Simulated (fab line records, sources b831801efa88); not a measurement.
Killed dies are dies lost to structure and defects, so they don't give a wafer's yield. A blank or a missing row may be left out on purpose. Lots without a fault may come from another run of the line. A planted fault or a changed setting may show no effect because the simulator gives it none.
Tool commonality check | flow sky130 | 13 lots, 39 wafers sampled

WHY IT WAS OPENED
At SKY_RES_XHIGH_TW_MEAS_09 the reading RES_XHIGH_TW is flagged on 1 of 13 lots. Wafers without a fault read 1629, standard deviation 11.
Rule: a lot is flagged when every wafer of it that has a number lies more than 4 standard deviations from that mean, or none has a number. The other lots count as sound.

lot  | measured     | on            | RES_XHIGH_TW, wafer by wafer | flag
L662 | day 26 21:25 | film_metro-04 | 1622 1625 1628               |
L664 | day 27 19:23 | film_metro-03 | 1648 1648 1635               |
L665 | day 28 06:53 | film_metro-03 | 1636 1640 1635               |
L666 | day 28 14:32 | film_metro-03 | 1640 1644 1633               |
L669 | day 29 17:35 | film_metro-02 | 1622 1619 1615               |
L670 | day 29 21:23 | film_metro-02 | 1619 1618 1632               |
L671 | day 30 05:46 | film_metro-04 | 1621 1627 1630               |
L672 | day 30 13:59 | film_metro-04 | 1627 1621 1625               |
L675 | day 31 17:51 | film_metro-02 | 30 30 30                     | FLAGGED
L681 | day 33 15:32 | film_metro-03 | 1646 1642 1644               |
L682 | day 33 22:51 | film_metro-02 | 1626 1633 1640               |
L683 | day 34 01:52 | film_metro-02 | 1628 1641 1644               |
L684 | day 34 09:27 | film_metro-04 | 1623 1618 1614               |
The numbers of the flagged lots are 30 on average: -1599 against the usual, or -99 or more standard deviations.

WHICH TOOL RAN EACH LOT
The record holds 1 process step before the reading, out of a route of 708 steps. In each cell: the tool, then ch and the chambers that the sampled wafers went through, then the start.
lot  | flag    | SKY_RES_XHIGH_EXPOSE_04
L662 |         | iline_stepper-02 ch 0, day 26 07:02
L664 |         | iline_stepper-01 ch 0, day 27 04:56
L665 |         | iline_stepper-02 ch 0, day 27 17:27
L666 |         | iline_stepper-01 ch 0, day 28 00:32
L669 |         | iline_stepper-02 ch 0, day 29 04:16
L670 |         | iline_stepper-02 ch 0, day 29 08:26
L671 |         | iline_stepper-01 ch 0, day 29 15:28
L672 |         | iline_stepper-01 ch 0, day 29 23:25
L675 | FLAGGED | iline_stepper-02 ch 0, day 31 04:08
L681 |         | iline_stepper-02 ch 0, day 33 01:50
L682 |         | iline_stepper-02 ch 0, day 33 09:03
L683 |         | iline_stepper-01 ch 0, day 33 12:04
L684 |         | iline_stepper-02 ch 0, day 33 20:57
What these steps do:
- SKY_RES_XHIGH_EXPOSE_04: exposes mask URPM, target cd 1270 nm.
- SKY_RES_XHIGH_TW_MEAS_09

FLAGGED OVER TOTAL, TOOL BY TOOL (the gauges that took the reading come last)
step                     | tool             | lots run | flagged | share of the flagged lots | sound lots run after its first flagged lot
SKY_RES_XHIGH_EXPOSE_04  | iline_stepper-01 | 5        | 0       | none                      | -
SKY_RES_XHIGH_EXPOSE_04  | iline_stepper-02 | 8        | 1       | all                       | 3 (L681,L682,L684)
SKY_RES_XHIGH_TW_MEAS_09 | film_metro-02    | 5        | 1       | all                       | 2 (L682,L683)
SKY_RES_XHIGH_TW_MEAS_09 | film_metro-03    | 4        | 0       | none                      | -
SKY_RES_XHIGH_TW_MEAS_09 | film_metro-04    | 4        | 0       | none                      | -

WHAT THE TABLE ALLOWS
2 rows of the table ran every flagged lot: iline_stepper-02 at SKY_RES_XHIGH_EXPOSE_04, film_metro-02 at SKY_RES_XHIGH_TW_MEAS_09.
- iline_stepper-02 at SKY_RES_XHIGH_EXPOSE_04: 1 of its 8 lots flagged. Sound lots ran on it after the first flagged one (L681, L682, L684), which a lasting fault on the whole tool wouldn't allow.
- film_metro-02 at SKY_RES_XHIGH_TW_MEAS_09: 1 of its 5 lots flagged. Sound lots ran on it after the first flagged one (L682, L683), which a lasting fault on the whole tool wouldn't allow.
No row of the table ran every flagged lot and no sound lot after the first.

WHAT THE SIMULATOR HAD PUT IN
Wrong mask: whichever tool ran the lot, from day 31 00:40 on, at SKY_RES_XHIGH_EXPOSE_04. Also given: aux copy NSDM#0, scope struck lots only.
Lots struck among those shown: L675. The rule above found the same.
